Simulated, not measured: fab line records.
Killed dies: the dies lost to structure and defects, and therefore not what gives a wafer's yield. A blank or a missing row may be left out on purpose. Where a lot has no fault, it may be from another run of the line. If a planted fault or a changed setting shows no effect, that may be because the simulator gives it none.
fab line records | flow gf180mcu | part 1 of 2: steps 1 to 35 of 46
record lots=5 | wafers=15 | last-day=34
route steps=602 shown VT_IMPLANT@99 MVSD@136 NWELL@137 LVPWELL@138 MVPSD@139 DUAL_GATE@141
lots that met no fault: from a run of the same line without faults
start-h: the number of hours between the record's first day and the start of the first shown wafer of the lot | wait-h: hours elapsed since this lot's preceding step | " same as the row above | L1.1+2: a single row standing in for several wafers | - value missing, or start not given | * or withheld: withheld | < > ~ a bound
route shown NAME@n: names a module that has steps shown in the file, with the first one's number in the route | usual: mean and standard deviation over wafers with no fault | same: alike in all rows | chamber/n: place in a boat | sites: per-site readings | _std_site: the values' standard deviation | _edge_site: outer sites' mean less inner sites' | radius-mm: for every site, how far away it sits from the centre of the wafer | mask NAME#n: copy n | behind: the tool/chamber that last shaped the wafer | hold: reason for holding the lot/hours on hold/outcome of the hold | device: the transistor (n, p or np) that didn't switch | end of line: the tests these same wafers got at the end of their route | a step with no rows: only its recipe | killed: dies lost to structure and defects at the first sort, not the wafer's yield | map: per-die view of a wafer (x killed, . not killed, _ where there is no die)
set.NAME: the setting the step ran with; set.NAME@STEP: the setting that earlier step ran with | model.NAME: the simulator's own value behind a step, which no gauge read
certain route steps with their lots: each step a table, each wafer a row
services: when a tool's chamber went out of use (start-h, in hours from the record's first day, below 0 if earlier), for how many hours, and the reason
## steps
# step GF_VT_IMPLANT_STRIP_09
# recipe chemistry=O2/N2 | power-w=1400 | pressure-mtorr=1500 | platen-temp-c=250 | o2-flow-sccm=3000 | n2-flow-sccm=300 | overash-fraction=0.5
# usual drypump-motor-current-A=5.5/0.36 | heater-power-w=315/19 | oes-product-au=0.717/0.0048 | strip-time-to-endpoint-s=12.62/0.037
lot.wafer | tool            | chamber | start-h | wait-h | drypump-motor-current-A | heater-power-w | oes-product-au | rf-hours-counter-h | strip-time-to-endpoint-s
L075.1    | plasma-asher-01 | 1       | 117.11  | 0.1    | 5.3                     | 334            | 0.716          | 45                 | 12.66
L075.2    | "               | 0       | "       | "      | 5.7                     | 339            | 0.722          | 45                 | 12.63
L075.5    | "               | 0       | "       | "      | 5.6                     | 348            | 0.716          | -                  | 12.68
L085.1    | plasma-asher-02 | 0       | 179.40  | 0.1    | 5.4                     | 309            | 0.718          | 6                  | 12.59
L085.5    | "               | 0       | "       | "      | 5.4                     | 316            | 0.716          | -                  | 12.65
L085.6    | "               | 1       | "       | "      | 5.2                     | 286            | 0.712          | -                  | 12.62
L091.1    | plasma-asher-01 | 0       | 216.55  | 0.1    | 5.6                     | 340            | 0.712          | 56                 | 12.57
L091.3    | "               | 0       | "       | "      | 5.6                     | 349            | 0.717          | -                  | 12.65
L091.4    | "               | 1       | "       | "      | 5.2                     | 336            | 0.716          | -                  | 12.60
L094.2    | plasma-asher-03 | 1       | 237.26  | 0.1    | 6.3                     | 329            | 0.721          | 48                 | 12.62
L094.3    | "               | 0       | "       | "      | 5.7                     | 316            | 0.715          | -                  | 12.63
L094.5    | "               | 0       | "       | "      | 5.7                     | 313            | 0.725          | -                  | 12.65
L097.1    | plasma-asher-02 | 0       | 259.76  | 0.1    | 5.4                     | 317            | 0.717          | 12                 | 12.67
L097.4    | "               | 0       | "       | "      | 5.4                     | 318            | 0.720          | -                  | 12.63
L097.5    | "               | 1       | "       | "      | 5.2                     | 292            | 0.712          | -                  | 12.57
# step GF_VT_IMPLANT_TW_MEAS_10
# usual VT_IMPLANT_TW=564.7/2.7
lot.wafer | tool          | chamber | start-h | wait-h | VT_IMPLANT_TW
L075.1    | film-metro-04 | -       | 117.21  | 0.1    | 564.6
L075.2    | "             | -       | "       | "      | 564.8
L075.5    | "             | -       | "       | "      | 565.2
L085.1    | film-metro-03 | -       | 179.56  | 0.1    | 561.7
L085.5    | "             | -       | "       | "      | 561.3
L085.6    | "             | -       | "       | "      | 564.3
L091.1    | film-metro-04 | -       | 216.65  | 0.1    | 568.9
L091.3    | "             | -       | "       | "      | 565.5
L091.4    | "             | -       | "       | "      | 566.9
L094.2    | film-metro-02 | -       | 237.37  | 0.1    | 565.0
L094.3    | "             | -       | "       | "      | 562.2
L094.5    | "             | -       | "       | "      | 563.0
L097.1    | film-metro-04 | -       | 259.86  | 0.1    | 566.9
L097.4    | "             | -       | "       | "      | 566.5
L097.5    | "             | -       | "       | "      | 565.4
# step GF_VT_IMPLANT_DEHYDRATE_11
# recipe temp-c=200 | time-s=60
lot.wafer  | tool           | chamber | start-h | wait-h
L075.1+2+5 | litho-track-02 | 0       | 124.58  | 7.4
L085.1+5+6 | litho-track-02 | 0       | 187.38  | 7.8
L091.1+3+4 | litho-track-02 | 0       | 225.43  | 8.8
L094.2+3+5 | litho-track-02 | 0       | 246.20  | 8.8
L097.1+4+5 | litho-track-03 | 0       | 269.41  | 9.5
# step GF_VT_IMPLANT_HMDS_12
# recipe prime-time-s=60 | prime-temp-c=120
lot.wafer  | tool           | chamber | start-h | wait-h
L075.1+2+5 | litho-track-02 | 0       | 124.73  | 0.1
L085.1+5+6 | litho-track-02 | 0       | 187.53  | 0.1
L091.1+3+4 | litho-track-02 | 0       | 225.58  | 0.1
L094.2+3+5 | litho-track-02 | 0       | 246.35  | 0.1
L097.1+4+5 | litho-track-03 | 0       | 269.56  | 0.1
# step GF_VT_IMPLANT_COAT_13
# recipe resist=NOVOLAK | spin-rpm=3000 | resist-thk-nm=1000
lot.wafer  | tool           | chamber | start-h | wait-h
L075.1+2+5 | litho-track-02 | 0       | 124.88  | 0.1
L085.1+5+6 | litho-track-02 | 0       | 187.68  | 0.1
L091.1+3+4 | litho-track-02 | 0       | 225.73  | 0.1
L094.2+3+5 | litho-track-02 | 0       | 246.50  | 0.1
L097.1+4+5 | litho-track-03 | 0       | 269.71  | 0.1
# step GF_VT_IMPLANT_SOFTBAKE_14
# recipe temp-c=90 | time-s=60 | resist=NOVOLAK
lot.wafer  | tool           | chamber | start-h | wait-h
L075.1+2+5 | litho-track-02 | 0       | 125.03  | 0.1
L085.1+5+6 | litho-track-02 | 0       | 187.83  | 0.1
L091.1+3+4 | litho-track-02 | 0       | 225.88  | 0.1
L094.2+3+5 | litho-track-02 | 0       | 246.65  | 0.1
L097.1+4+5 | litho-track-03 | 0       | 269.86  | 0.1
# step GF_VT_IMPLANT_EXPOSE_15
# recipe mask-id=Nwell_LV_AREA | target-cd-nm=860 | na=0.6 | source-shape=conventional | sigma-outer=0.6 | dose-mj=140
lot.wafer  | tool             | chamber | start-h | wait-h | mask
L075.1+2+5 | iline-stepper-01 | 0       | -       | -      | Nwell_LV_AREA#0
L085.1+5+6 | iline-stepper-01 | 0       | -       | -      | Nwell_LV_AREA#0
L091.1+3+4 | iline-stepper-01 | 0       | -       | -      | Nwell_LV_AREA#0
L094.2+3+5 | iline-stepper-01 | 0       | -       | -      | Nwell_LV_AREA#0
L097.1+4+5 | iline-stepper-02 | 0       | -       | -      | Nwell_LV_AREA#0
# step GF_VT_IMPLANT_PEB_16
# recipe temp-c=withheld | time-s=* | resist=NOVOLAK
lot.wafer  | tool           | chamber | start-h | wait-h
L075.1+2+5 | litho-track-04 | 0       | -       | -
L085.1+5+6 | litho-track-03 | 0       | -       | -
L091.1+3+4 | litho-track-02 | 0       | -       | -
L094.2+3+5 | litho-track-03 | 0       | -       | -
L097.1+4+5 | litho-track-02 | 0       | -       | -
# step GF_VT_IMPLANT_DEVELOP_17
# recipe develop-time-s=60 | dev-temp-c=23
lot.wafer  | tool           | chamber | start-h | wait-h
L075.1+2+5 | litho-track-04 | 0       | 132.07  | 0.1
L085.1+5+6 | litho-track-03 | 0       | 195.81  | 0.1
L091.1+3+4 | litho-track-02 | 0       | 235.23  | 0.1
L094.2+3+5 | litho-track-03 | 0       | 256.19  | 0.1
L097.1+4+5 | litho-track-02 | 0       | 279.23  | 0.1
# step GF_VT_IMPLANT_OVL_MEAS_18
# usual VT_IMPLANT_01_OVL=-0.5/1.2
lot.wafer | tool       | chamber | start-h | wait-h | VT_IMPLANT_01_OVL[nm]
L075.1    | overlay-01 | -       | 132.22  | 0.1    | -0.9
L075.2    | "          | -       | "       | "      | 0.6
L075.5    | "          | -       | "       | "      | -0.2
L085.1    | overlay-02 | -       | 195.96  | 0.1    | -2.2
L085.5    | "          | -       | "       | "      | 0.0
L085.6    | "          | -       | "       | "      | -1.5
L091.1    | overlay-01 | -       | 235.38  | 0.1    | 0.0
L091.3    | "          | -       | "       | "      | 0.4
L091.4    | "          | -       | "       | "      | 0.0
L094.2    | overlay-02 | -       | 256.32  | 0.1    | 0.0
L094.3    | "          | -       | "       | "      | -1.4
L094.5    | "          | -       | "       | "      | -2.8
L097.1    | overlay-01 | -       | 279.38  | 0.1    | -2.2
L097.4    | "          | -       | "       | "      | 0.4
L097.5    | "          | -       | "       | "      | -1.1
# step GF_VT_IMPLANT_IMPLANT_19
# recipe species=As | energy-kev=100 | dose-cm2=4.35e+12 | tilt-deg=7
lot.wafer  | tool         | chamber | start-h | wait-h
L075.1+2+5 | implanter-01 | 0       | 132.25  | 0.0
L085.1+5+6 | implanter-02 | 0       | 196.00  | 0.0
L091.1+3+4 | implanter-01 | 0       | 235.41  | 0.0
L094.2+3+5 | implanter-04 | 0       | 256.37  | 0.0
L097.1+4+5 | implanter-01 | 0       | 279.41  | 0.0
# step GF_VT_IMPLANT_STRIP_20
# recipe chemistry=O2/N2 | power-w=1400 | pressure-mtorr=1500 | platen-temp-c=250 | o2-flow-sccm=3000 | n2-flow-sccm=300 | overash-fraction=0.5
# usual drypump-motor-current-A=5.7/0.41 | heater-power-w=322/16 | oes-product-au=0.716/0.0048 | strip-time-to-endpoint-s=12.62/0.03
lot.wafer | tool            | chamber | start-h | wait-h | drypump-motor-current-A | heater-power-w | oes-product-au | rf-hours-counter-h | strip-time-to-endpoint-s
L075.1    | plasma-asher-02 | 0       | 132.40  | 0.1    | 5.4                     | 316            | 0.714          | 1                  | 12.61
L075.2    | "               | 1       | "       | "      | 5.2                     | 287            | 0.712          | 1                  | 12.64
L075.5    | "               | 0       | "       | "      | 5.4                     | 324            | 0.716          | -                  | 12.66
L085.1    | plasma-asher-02 | 1       | 196.15  | 0.1    | 5.2                     | 290            | 0.716          | 8                  | 12.62
L085.5    | "               | 1       | "       | "      | 5.2                     | 289            | 0.720          | -                  | 12.65
L085.6    | "               | 0       | "       | "      | 5.4                     | 311            | 0.713          | -                  | 12.62
L091.1    | plasma-asher-03 | 0       | 235.56  | 0.1    | 5.7                     | 315            | 0.711          | 48                 | 12.63
L091.3    | "               | 0       | "       | "      | 5.7                     | 317            | 0.715          | -                  | 12.62
L091.4    | "               | 1       | "       | "      | 6.4                     | 324            | 0.708          | -                  | 12.67
L094.2    | plasma-asher-03 | 0       | 256.50  | 0.1    | 5.7                     | 315            | 0.712          | 50                 | 12.60
L094.3    | "               | 0       | "       | "      | 5.7                     | 311            | 0.706          | -                  | 12.61
L094.5    | "               | 0       | "       | "      | 5.7                     | 316            | 0.724          | -                  | 12.65
L097.1    | plasma-asher-03 | 1       | 279.56  | 0.1    | 6.3                     | 336            | 0.723          | 52                 | 12.69
L097.4    | "               | 0       | "       | "      | 5.6                     | 319            | 0.714          | -                  | 12.71
L097.5    | "               | 0       | "       | "      | 5.7                     | 320            | 0.715          | -                  | 12.65
# step GF_VT_IMPLANT_TW_MEAS_21
# usual VT_IMPLANT_2_TW=1215/6.4
lot.wafer | tool          | chamber | start-h | wait-h | VT_IMPLANT_2_TW
L075.1    | film-metro-03 | -       | 132.50  | 0.1    | 1217
L075.2    | "             | -       | "       | "      | 1221
L075.5    | "             | -       | "       | "      | 1210
L085.1    | film-metro-02 | -       | 196.25  | 0.1    | 1207
L085.5    | "             | -       | "       | "      | 1208
L085.6    | "             | -       | "       | "      | 1213
L091.1    | film-metro-04 | -       | 235.66  | 0.1    | 1225
L091.3    | "             | -       | "       | "      | 1221
L091.4    | "             | -       | "       | "      | 1224
L094.2    | film-metro-02 | -       | 256.61  | 0.1    | 1213
L094.3    | "             | -       | "       | "      | 1213
L094.5    | "             | -       | "       | "      | 1205
L097.1    | film-metro-04 | -       | 279.66  | 0.1    | 1218
L097.4    | "             | -       | "       | "      | 1218
L097.5    | "             | -       | "       | "      | 1220
# step GF_VT_IMPLANT_DEHYDRATE_22
# recipe temp-c=200 | time-s=60
lot.wafer  | tool           | chamber | start-h | wait-h
L075.1+2+5 | litho-track-03 | 0       | 139.82  | 7.3
L085.1+5+6 | litho-track-03 | 0       | 204.01  | 7.8
L091.1+3+4 | litho-track-04 | 0       | 244.37  | 8.7
L094.2+3+5 | litho-track-03 | 0       | 265.34  | 8.7
L097.1+4+5 | litho-track-02 | 0       | 289.43  | 9.8
# step GF_VT_IMPLANT_HMDS_23
# recipe prime-time-s=60 | prime-temp-c=120
lot.wafer  | tool           | chamber | start-h | wait-h
L075.1+2+5 | litho-track-03 | 0       | 139.97  | 0.1
L085.1+5+6 | litho-track-03 | 0       | 204.16  | 0.1
L091.1+3+4 | litho-track-04 | 0       | 244.52  | 0.1
L094.2+3+5 | litho-track-03 | 0       | 265.49  | 0.1
L097.1+4+5 | litho-track-02 | 0       | 289.58  | 0.1
# step GF_VT_IMPLANT_COAT_24
# recipe resist=NOVOLAK | spin-rpm=3000 | resist-thk-nm=1000
lot.wafer  | tool           | chamber | start-h | wait-h
L075.1+2+5 | litho-track-03 | 0       | 140.12  | 0.1
L085.1+5+6 | litho-track-03 | 0       | 204.31  | 0.1
L091.1+3+4 | litho-track-04 | 0       | 244.67  | 0.1
L094.2+3+5 | litho-track-03 | 0       | 265.64  | 0.1
L097.1+4+5 | litho-track-02 | 0       | 289.73  | 0.1
# step GF_VT_IMPLANT_SOFTBAKE_25
# recipe temp-c=90 | time-s=60 | resist=NOVOLAK
lot.wafer  | tool           | chamber | start-h | wait-h
L075.1+2+5 | litho-track-03 | 0       | 140.27  | 0.1
L085.1+5+6 | litho-track-03 | 0       | 204.46  | 0.1
L091.1+3+4 | litho-track-04 | 0       | 244.82  | 0.1
L094.2+3+5 | litho-track-03 | 0       | 265.79  | 0.1
L097.1+4+5 | litho-track-02 | 0       | 289.88  | 0.1
# step GF_VT_IMPLANT_EXPOSE_26
# recipe mask-id=LVPWELL_HV_AREA | target-cd-nm=860 | na=0.6 | source-shape=conventional | sigma-outer=0.6 | dose-mj=140
lot.wafer  | tool             | chamber | start-h | wait-h | mask
L075.1+2+5 | iline-stepper-01 | 0       | -       | -      | LVPWELL_HV_AREA#0
L085.1+5+6 | iline-stepper-02 | 0       | -       | -      | LVPWELL_HV_AREA#0
L091.1+3+4 | iline-stepper-01 | 0       | -       | -      | LVPWELL_HV_AREA#0
L094.2+3+5 | iline-stepper-02 | 0       | -       | -      | LVPWELL_HV_AREA#0
L097.1+4+5 | iline-stepper-02 | 0       | -       | -      | LVPWELL_HV_AREA#0
# step GF_VT_IMPLANT_PEB_27
# recipe temp-c=withheld | time-s=* | resist=NOVOLAK
lot.wafer  | tool           | chamber | start-h | wait-h
L075.1+2+5 | litho-track-04 | 0       | -       | -
L085.1+5+6 | litho-track-03 | 0       | -       | -
L091.1+3+4 | litho-track-04 | 0       | -       | -
L094.2+3+5 | litho-track-02 | 0       | -       | -
L097.1+4+5 | litho-track-02 | 0       | -       | -
# step GF_VT_IMPLANT_DEVELOP_28
# recipe develop-time-s=60 | dev-temp-c=23
lot.wafer  | tool           | chamber | start-h | wait-h
L075.1+2+5 | litho-track-04 | 0       | 148.07  | 0.1
L085.1+5+6 | litho-track-03 | 0       | 212.36  | 0.1
L091.1+3+4 | litho-track-04 | 0       | 253.87  | 0.1
L094.2+3+5 | litho-track-02 | 0       | 275.80  | 0.1
L097.1+4+5 | litho-track-02 | 0       | 299.83  | 0.1
# step GF_VT_IMPLANT_OVL_MEAS_29
# usual VT_IMPLANT_02_OVL=0.1/1.6
lot.wafer | tool       | chamber | start-h | wait-h | VT_IMPLANT_02_OVL[nm]
L075.1    | overlay-01 | -       | 148.22  | 0.1    | -0.2
L075.2    | "          | -       | "       | "      | 0.2
L075.5    | "          | -       | "       | "      | -0.9
L085.1    | overlay-02 | -       | 212.51  | 0.1    | 2.6
L085.5    | "          | -       | "       | "      | 0.8
L085.6    | "          | -       | "       | "      | 2.2
L091.1    | overlay-01 | -       | 254.02  | 0.1    | -1.8
L091.3    | "          | -       | "       | "      | -2.6
L091.4    | "          | -       | "       | "      | -1.5
L094.2    | overlay-01 | -       | 275.93  | 0.1    | 1.1
L094.3    | "          | -       | "       | "      | 0.0
L094.5    | "          | -       | "       | "      | 0.8
L097.1    | overlay-02 | -       | 299.98  | 0.1    | 0.1
L097.4    | "          | -       | "       | "      | -0.8
L097.5    | "          | -       | "       | "      | -1.8
# step GF_VT_IMPLANT_IMPLANT_30
# recipe species=B | energy-kev=25 | dose-cm2=2.534e+12 | tilt-deg=7
lot.wafer  | tool         | chamber | start-h | wait-h
L075.1+2+5 | implanter-01 | 0       | 148.25  | 0.0
L085.1+5+6 | implanter-02 | 0       | 212.55  | 0.0
L091.1+3+4 | implanter-01 | 0       | 254.05  | 0.0
L094.2+3+5 | implanter-02 | 0       | 275.99  | 0.0
L097.1+4+5 | implanter-04 | 0       | 300.01  | 0.0
# step GF_VT_IMPLANT_STRIP_31
# recipe chemistry=O2/N2 | power-w=1400 | pressure-mtorr=1500 | platen-temp-c=250 | o2-flow-sccm=3000 | n2-flow-sccm=300 | overash-fraction=0.5
# usual drypump-motor-current-A=5.5/0.36 | heater-power-w=319/19 | oes-product-au=0.716/0.0049 | strip-time-to-endpoint-s=12.62/0.033
lot.wafer | tool            | chamber | start-h | wait-h | drypump-motor-current-A | heater-power-w | oes-product-au | rf-hours-counter-h | strip-time-to-endpoint-s
L075.1    | plasma-asher-03 | 0       | 148.40  | 0.1    | 5.6                     | 316            | 0.715          | 37                 | 12.61
L075.2    | "               | 1       | "       | "      | 6.3                     | 326            | 0.720          | 37                 | 12.62
L075.5    | "               | 0       | "       | "      | 5.6                     | 313            | 0.713          | -                  | 12.64
L085.1    | plasma-asher-01 | 1       | 212.70  | 0.1    | 5.3                     | 334            | 0.716          | 55                 | 12.64
L085.5    | "               | 1       | "       | "      | 5.3                     | 331            | 0.714          | -                  | 12.63
L085.6    | "               | 0       | "       | "      | 5.6                     | 344            | 0.717          | -                  | 12.61
L091.1    | plasma-asher-02 | 0       | 254.20  | 0.1    | 5.4                     | 317            | 0.718          | 11                 | 12.58
L091.3    | "               | 0       | "       | "      | 5.4                     | 313            | 0.715          | -                  | 12.61
L091.4    | "               | 1       | "       | "      | 5.2                     | 284            | 0.715          | -                  | 12.59
L094.2    | plasma-asher-02 | 0       | 276.11  | 0.1    | 5.4                     | 318            | 0.718          | 14                 | 12.61
L094.3    | "               | 0       | "       | "      | 5.4                     | 321            | 0.713          | -                  | 12.66
L094.5    | "               | 0       | "       | "      | 5.4                     | 318            | 0.710          | -                  | 12.64
L097.1    | plasma-asher-01 | 1       | 300.16  | 0.1    | 5.3                     | 331            | 0.712          | 65                 | 12.57
L097.4    | "               | 0       | "       | "      | 5.7                     | 345            | 0.714          | -                  | 12.58
L097.5    | "               | 1       | "       | "      | 5.3                     | 336            | 0.715          | -                  | 12.59
# step GF_VT_IMPLANT_TW_MEAS_32
# usual VT_IMPLANT_3_TW=269.0/1
lot.wafer | tool          | chamber | start-h | wait-h | VT_IMPLANT_3_TW
L075.1    | film-metro-04 | -       | 148.50  | 0.1    | 269.6
L075.2    | "             | -       | "       | "      | 269.7
L075.5    | "             | -       | "       | "      | 269.1
L085.1    | film-metro-02 | -       | 212.80  | 0.1    | 268.4
L085.5    | "             | -       | "       | "      | 268.2
L085.6    | "             | -       | "       | "      | 267.8
L091.1    | film-metro-02 | -       | 254.30  | 0.1    | 268.2
L091.3    | "             | -       | "       | "      | 267.9
L091.4    | "             | -       | "       | "      | 268.3
L094.2    | film-metro-04 | -       | 276.22  | 0.1    | 270.0
L094.3    | "             | -       | "       | "      | 269.8
L094.5    | "             | -       | "       | "      | 269.4
L097.1    | film-metro-03 | -       | 300.26  | 0.1    | 268.5
L097.4    | "             | -       | "       | "      | 269.8
L097.5    | "             | -       | "       | "      | 268.4
# step GF_VT_IMPLANT_DEHYDRATE_33
# recipe temp-c=200 | time-s=60
lot.wafer  | tool           | chamber | start-h | wait-h
L075.1+2+5 | litho-track-02 | 0       | 155.88  | 7.4
L085.1+5+6 | litho-track-04 | 0       | 220.82  | 8.0
L091.1+3+4 | litho-track-03 | 0       | 262.96  | 8.7
L094.2+3+5 | litho-track-02 | 0       | 285.20  | 9.0
L097.1+4+5 | litho-track-04 | 0       | 309.87  | 9.6
# step GF_VT_IMPLANT_HMDS_34
# recipe prime-time-s=60 | prime-temp-c=120
lot.wafer  | tool           | chamber | start-h | wait-h
L075.1+2+5 | litho-track-02 | 0       | 156.03  | 0.1
L085.1+5+6 | litho-track-04 | 0       | 220.97  | 0.1
L091.1+3+4 | litho-track-03 | 0       | 263.11  | 0.1
L094.2+3+5 | litho-track-02 | 0       | 285.35  | 0.1
L097.1+4+5 | litho-track-04 | 0       | 310.02  | 0.1
# step GF_VT_IMPLANT_COAT_35
# recipe resist=NOVOLAK | spin-rpm=3000 | resist-thk-nm=1000
lot.wafer  | tool           | chamber | start-h | wait-h
L075.1+2+5 | litho-track-02 | 0       | 156.18  | 0.1
L085.1+5+6 | litho-track-04 | 0       | 221.12  | 0.1
L091.1+3+4 | litho-track-03 | 0       | 263.26  | 0.1
L094.2+3+5 | litho-track-02 | 0       | 285.50  | 0.1
L097.1+4+5 | litho-track-04 | 0       | 310.17  | 0.1
# step GF_VT_IMPLANT_SOFTBAKE_36
# recipe temp-c=90 | time-s=60 | resist=NOVOLAK
lot.wafer  | tool           | chamber | start-h | wait-h
L075.1+2+5 | litho-track-02 | 0       | 156.33  | 0.1
L085.1+5+6 | litho-track-04 | 0       | 221.27  | 0.1
L091.1+3+4 | litho-track-03 | 0       | 263.41  | 0.1
L094.2+3+5 | litho-track-02 | 0       | 285.65  | 0.1
L097.1+4+5 | litho-track-04 | 0       | 310.32  | 0.1
# step GF_VT_IMPLANT_EXPOSE_37
# recipe mask-id=Nwell_HV_AREA | target-cd-nm=860 | na=0.6 | source-shape=conventional | sigma-outer=0.6 | dose-mj=140
lot.wafer  | tool             | chamber | start-h | wait-h | mask
L075.1+2+5 | iline-stepper-02 | 0       | -       | -      | Nwell_HV_AREA#0
L085.1+5+6 | iline-stepper-02 | 0       | -       | -      | Nwell_HV_AREA#0
L091.1+3+4 | iline-stepper-01 | 0       | -       | -      | Nwell_HV_AREA#0
L094.2+3+5 | iline-stepper-02 | 0       | -       | -      | Nwell_HV_AREA#0
L097.1+4+5 | iline-stepper-01 | 0       | -       | -      | Nwell_HV_AREA#0
# step GF_VT_IMPLANT_PEB_38
# recipe temp-c=withheld | time-s=* | resist=NOVOLAK
lot.wafer  | tool           | chamber | start-h | wait-h
L075.1+2+5 | litho-track-03 | 0       | -       | -
L085.1+5+6 | litho-track-03 | 0       | -       | -
L091.1+3+4 | litho-track-04 | 0       | -       | -
L094.2+3+5 | litho-track-04 | 0       | -       | -
L097.1+4+5 | litho-track-04 | 0       | -       | -
# step GF_VT_IMPLANT_DEVELOP_39
# recipe develop-time-s=60 | dev-temp-c=23
lot.wafer  | tool           | chamber | start-h | wait-h
L075.1+2+5 | litho-track-03 | 0       | 164.02  | 0.1
L085.1+5+6 | litho-track-03 | 0       | 230.26  | 0.1
L091.1+3+4 | litho-track-04 | 0       | 272.87  | 0.1
L094.2+3+5 | litho-track-04 | 0       | 295.94  | 0.1
L097.1+4+5 | litho-track-04 | 0       | 320.37  | 0.1
# step GF_VT_IMPLANT_OVL_MEAS_40
# usual VT_IMPLANT_03_OVL=0.0/1.1
lot.wafer | tool       | chamber | start-h | wait-h | VT_IMPLANT_03_OVL[nm]
L075.1    | overlay-02 | -       | 164.17  | 0.1    | 0.6
L075.2    | "          | -       | "       | "      | 0.6
L075.5    | "          | -       | "       | "      | -0.8
L085.1    | overlay-02 | -       | 230.41  | 0.1    | -0.6
L085.5    | "          | -       | "       | "      | -0.6
L085.6    | "          | -       | "       | "      | 0.8
L091.1    | overlay-02 | -       | 273.02  | 0.1    | 0.8
L091.3    | "          | -       | "       | "      | 0.5
L091.4    | "          | -       | "       | "      | 0.9
L094.2    | overlay-02 | -       | 296.07  | 0.1    | 1.5
L094.3    | "          | -       | "       | "      | 1.1
L094.5    | "          | -       | "       | "      | -0.1
L097.1    | overlay-01 | -       | 320.52  | 0.1    | 1.3
L097.4    | "          | -       | "       | "      | 0.6
L097.5    | "          | -       | "       | "      | -0.6
# step GF_VT_IMPLANT_IMPLANT_41
# recipe species=As | energy-kev=70 | dose-cm2=1.013e+12 | tilt-deg=7
lot.wafer  | tool         | chamber | start-h | wait-h
L075.1+2+5 | implanter-02 | 0       | 164.20  | 0.0
L085.1+5+6 | implanter-01 | 0       | 230.45  | 0.0
L091.1+3+4 | implanter-02 | 0       | 273.05  | 0.0
L094.2+3+5 | implanter-04 | 0       | 296.13  | 0.0
L097.1+4+5 | implanter-01 | 0       | 320.55  | 0.0
# step GF_VT_IMPLANT_STRIP_42
# recipe chemistry=O2/N2 | power-w=1400 | pressure-mtorr=1500 | platen-temp-c=250 | o2-flow-sccm=3000 | n2-flow-sccm=300 | overash-fraction=0.5
# usual drypump-motor-current-A=5.7/0.4 | heater-power-w=326/16 | oes-product-au=0.716/0.0047 | strip-time-to-endpoint-s=12.61/0.03
lot.wafer | tool            | chamber | start-h | wait-h | drypump-motor-current-A | heater-power-w | oes-product-au | rf-hours-counter-h | strip-time-to-endpoint-s
L075.1    | plasma-asher-03 | 0       | 164.35  | 0.1    | 5.7                     | 322            | 0.713          | 39                 | 12.61
L075.2    | "               | 1       | "       | "      | 6.3                     | 331            | 0.712          | 39                 | 12.61
L075.5    | "               | 1       | "       | "      | 6.3                     | 326            | 0.717          | -                  | 12.59
L085.1    | plasma-asher-03 | 0       | 230.60  | 0.1    | 5.7                     | 303            | 0.716          | 47                 | 12.61
L085.5    | "               | 0       | "       | "      | 5.7                     | 312            | 0.708          | -                  | 12.64
L085.6    | "               | 1       | "       | "      | 6.3                     | 333            | 0.713          | -                  | 12.59
L091.1    | plasma-asher-03 | 1       | 273.20  | 0.1    | 6.3                     | 323            | 0.717          | 51                 | 12.62
L091.3    | "               | 1       | "       | "      | 6.3                     | 331            | 0.717          | -                  | 12.66
L091.4    | "               | 0       | "       | "      | 5.6                     | 312            | 0.715          | -                  | 12.62
L094.2    | plasma-asher-02 | 0       | 296.25  | 0.1    | 5.4                     | 318            | 0.718          | 16                 | 12.59
L094.3    | "               | 1       | "       | "      | 5.2                     | 286            | 0.711          | -                  | 12.61
L094.5    | "               | 1       | "       | "      | 5.2                     | 297            | 0.714          | -                  | 12.62
L097.1    | plasma-asher-02 | 1       | 320.70  | 0.1    | 5.2                     | 285            | 0.722          | 18                 | 12.57
L097.4    | "               | 1       | "       | "      | 5.2                     | 287            | 0.722          | -                  | 12.63
L097.5    | "               | 1       | "       | "      | 5.2                     | 287            | 0.712          | -                  | 12.60
# step GF_VT_IMPLANT_TW_MEAS_43
# usual VT_IMPLANT_4_TW=692/4.8
lot.wafer | tool          | chamber | start-h | wait-h | VT_IMPLANT_4_TW
L075.1    | film-metro-03 | -       | 164.45  | 0.1    | 692
L075.2    | "             | -       | "       | "      | 692
L075.5    | "             | -       | "       | "      | 694
L085.1    | film-metro-03 | -       | 230.70  | 0.1    | 688
L085.5    | "             | -       | "       | "      | 689
L085.6    | "             | -       | "       | "      | 689
L091.1    | film-metro-04 | -       | 273.30  | 0.1    | 688
L091.3    | "             | -       | "       | "      | 693
L091.4    | "             | -       | "       | "      | 691
L094.2    | film-metro-04 | -       | 296.36  | 0.1    | 702
L094.3    | "             | -       | "       | "      | 704
L094.5    | "             | -       | "       | "      | 702
L097.1    | film-metro-03 | -       | 320.80  | 0.1    | 685
L097.4    | "             | -       | "       | "      | 686
L097.5    | "             | -       | "       | "      | 683
